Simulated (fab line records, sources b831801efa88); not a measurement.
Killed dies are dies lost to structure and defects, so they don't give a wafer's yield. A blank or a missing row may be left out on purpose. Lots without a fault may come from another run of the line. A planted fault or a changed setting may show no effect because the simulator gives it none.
A struck lot beside a sound one | flow sfq_line | 42 steps out of a route of 325
Sound: wafers L363.1, L363.2, L363.3. Struck: wafer L374.4. (L374.1, L374.2 of the same lot were not struck and are left out.) The cause comes at the end.
At each step with rows: each side's tool, then ch and its chambers, then its first start. Under that, the readings that differ: sound wafers | struck wafers | difference of the means | sigmas: that difference in standard deviations of wafers without a fault.
alike: readings whose means differ by less than 2 such deviations, and words and numbers that are the same on both sides. not compared: withheld readings, readings that some wafer has no value for, bounds like >300 that may hide the same value, and numbers for which the record gives no deviation and whose values overlap.
The two part at a step that has a row with sigmas, a row that says differs or no value, or rows on one side only. Numbers that don't overlap but have no deviation are shown without sigmas and don't part them. A reading that every wafer of one side lacks parts them only if that side has two wafers or more.

first, 6 steps without rows for these wafers: SFQ_TRILAYER_C5_LITHO_COAT_156 (resist thk 62 nm); SFQ_TRILAYER_C5_LITHO_COAT_151 (resist thk 650 nm); SFQ_TRILAYER_C5_LITHO_SOFTBAKE_155; SFQ_TRILAYER_C5_LITHO_EXPOSE_152 (exposes mask C5, target cd 500 nm); SFQ_TRILAYER_C5_LITHO_PEB_154 (peb time 60 s); SFQ_TRILAYER_C5_LITHO_DEVELOP_153 (time 60 s).
SFQ_C5_OVL_MEAS_937:
  sound on overlay-02, day 72 08:22; struck on overlay-01, day 77 12:04
  alike: C5_OVL
SFQ_TRILAYER_C5_BARC_OPEN_VIA_ETCH_210: etches BARC in O2, target depth 125 nm, time 41.7 s.
  sound on rie_diel-04 ch 0,2,3, day 72 08:24; struck on rie_diel-03 ch 1, day 77 12:06
  alike: drypump_motor_current_A, oes_product_au
  not compared: rf_hours_counter_h
SFQ_TRILAYER_C5_ETCH_VIA_ETCH_154: etches SiO2 in CHF3, stops on Nb, target depth 84 nm.
  sound on rie_diel-04 ch 0,2,3, day 72 08:26; struck on rie_diel-03 ch 1, day 77 12:08
  alike: drypump_motor_current_A, oes_product_au
SFQ_TRILAYER_C5_STRIP_STRIP_155: strips in O2.
  sound on rie_metal-02 ch 0,1, day 72 08:29; struck on rie_metal-02 ch 0, day 77 12:11
  alike: drypump_motor_current_A, oes_product_au
  not compared: rf_hours_counter_h
then, 2 steps without rows for these wafers: SFQ_TRILAYER_C5_STRIP_SOLV_CLEAN_156 (cleans in NMP, time 600 s); SFQ_TRILAYER_M6_DEP_PRE_CLEAN_158 (time 22.5 s).
SFQ_TRILAYER_M6_DEP_SPUTTER_157: material Nb, target thk 200 nm, time 133.3 s.
  sound on pvd_sputter-03, day 72 09:17; struck on pvd_sputter-06, day 77 12:59
  reading                                             | sound             | struck | difference | sigmas
  model.Nb_of_TRILAYER_M6_DEP_SPUTTER_157.thk_nm (nm) | 197.1 196.6 197.9 | 90.57  | -106.63    |
  alike: throttle_valve_pct
SFQ_M6_RS_MEAS_938: measures by four-point-probe.
  sound on film_metro-02, day 72 09:23; struck on film_metro-04, day 77 13:05
  reading           | sound             | struck | difference | sigmas
  M6_NB_RS (ohm/sq) | 0.902 0.905 0.900 | 1.995  | +1.093     | +99 or more
then, 6 steps without rows for these wafers: SFQ_TRILAYER_M6_LITHO_COAT_164 (resist thk 62 nm); SFQ_TRILAYER_M6_LITHO_COAT_159 (resist thk 600 nm); SFQ_TRILAYER_M6_LITHO_SOFTBAKE_163; SFQ_TRILAYER_M6_LITHO_EXPOSE_160 (exposes mask M6, target cd 500 nm); SFQ_TRILAYER_M6_LITHO_PEB_162 (peb time 60 s); SFQ_TRILAYER_M6_LITHO_DEVELOP_161 (time 60 s).
SFQ_M6_OVL_MEAS_940:
  sound on overlay-02, day 72 11:56; struck on overlay-02, day 77 17:52
  alike: M6_OVL
then, 1 step without rows for these wafers: SFQ_TRILAYER_M6_BARC_OPEN_METAL_ETCH_206 (etches BARC in O2, target depth 125 nm, time 41.7 s).
SFQ_TRILAYER_M6_ETCH_METAL_ETCH_162: etches Nb in Cl2/Ar, stops on SiO2, target depth 240 nm, time 120 s.
  sound on rie_metal-03 ch 0,1, day 72 12:02; struck on rie_metal-01 ch 1, day 77 17:58
  reading                     | sound             | struck | difference | sigmas
  drypump_motor_current_A (A) | 6.4 6.1 6.4       | 5.6    | -0.7       | -2
  oes_product_au (a.u.)       | 0.890 0.880 0.891 | 0.611  | -0.276     | -42
  not compared: rf_hours_counter_h
SFQ_TRILAYER_M6_STRIP_STRIP_163: strips in O2.
  sound on rie_metal-03 ch 0,1, day 72 12:10; struck on rie_metal-01 ch 1, day 77 18:05
  reading               | sound             | struck | difference | sigmas
  oes_product_au (a.u.) | 1.010 1.008 1.012 | 0.994  | -0.016     | -2
  alike: drypump_motor_current_A
  not compared: rf_hours_counter_h
then, 2 steps without rows for these wafers: SFQ_TRILAYER_M6_STRIP_SOLV_CLEAN_164 (cleans in NMP, time 600 s); SFQ_TRILAYER_I6_DEP_PECVD_165 (deposits SiO2 from SiH4/N2O, time 111.11 s, target thk 500 nm).
SFQ_TRILAYER_I6_CMP_CMP_166: polishes SiO2.
  sound on cmp-02 ch 0,2,3, day 72 13:03; struck on cmp-01 ch 1, day 77 22:41
  alike: motor_current_A, time_to_endpoint_s
SFQ_I6_BOW_MEAS_941:
  sound on film_metro-03, day 72 16:03; struck on film_metro-03, day 78 01:11
  reading     | sound   | struck | difference | sigmas
  I6_BOW (um) | 1 -18 4 | 16     | +20        | +2
then, 7 steps without rows for these wafers: SFQ_TRILAYER_I6_METRO_MEASURE_167; SFQ_TRILAYER_I6_VIA_LITHO_COAT_174 (resist thk 62 nm); SFQ_TRILAYER_I6_VIA_LITHO_COAT_169 (resist thk 650 nm); SFQ_TRILAYER_I6_VIA_LITHO_SOFTBAKE_173; SFQ_TRILAYER_I6_VIA_LITHO_EXPOSE_170 (exposes mask I6, target cd 700 nm); SFQ_TRILAYER_I6_VIA_LITHO_PEB_172 (peb time 60 s); SFQ_TRILAYER_I6_VIA_LITHO_DEVELOP_171 (time 60 s).
-- the record jumps here: 4 days lie between the struck wafers' starts before and after --
SFQ_I6_OVL_MEAS_942:
  sound on overlay-01, day 77 07:22; struck on overlay-01, day 81 19:40
  alike: I6_OVL
then, 5 steps without rows for these wafers: SFQ_TRILAYER_I6_VIA_BARC_OPEN_VIA_ETCH_235 (etches BARC in O2, target depth 125 nm, time 41.7 s); SFQ_TRILAYER_I6_VIA_ETCH_VIA_ETCH_172 (etches SiO2 in CHF3, stops on Nb, target depth 260 nm); SFQ_TRILAYER_I6_VIA_STRIP_STRIP_173 (strips in O2); SFQ_TRILAYER_I6_VIA_STRIP_SOLV_CLEAN_174 (cleans in NMP, time 600 s); SFQ_TRILAYER_M7_DEP_PRE_CLEAN_176 (time 22.5 s).
-- the record jumps here: 8 days lie between the struck wafers' starts before and after --
SFQ_M8_BOW_MEAS_951:
  sound on film_metro-02, day 82 09:19; struck on film_metro-04, day 90 02:12
  reading                 | sound                | struck | difference | sigmas
  model.etest.m6.ohm_um   | 1.818 1.822 1.81     | 3.936  | +2.119     |
  model.etest.i5.link_ohm | 2.288 2.289 2.283    | 3.579  | +1.292     |
  model.etest.c5.link_ohm | 8.095 8.051 7.981    | 9.076  | +1.034     |
  model.etest.i6.link_ohm | 1.894 1.901 1.893    | 2.955  | +1.059     |
  model.etest.m6.ohm_sq   | 0.9041 0.9061 0.9003 | 1.967  | +1.064     |
  alike: M8_BOW

WHERE THEY PART
First at SFQ_M6_RS_MEAS_938; last, within this record, at SFQ_I6_BOW_MEAS_941. Later steps at which nothing parts them and some readings are alike: SFQ_I6_OVL_MEAS_942, SFQ_M8_BOW_MEAS_951.

WHY: what the simulator had put in
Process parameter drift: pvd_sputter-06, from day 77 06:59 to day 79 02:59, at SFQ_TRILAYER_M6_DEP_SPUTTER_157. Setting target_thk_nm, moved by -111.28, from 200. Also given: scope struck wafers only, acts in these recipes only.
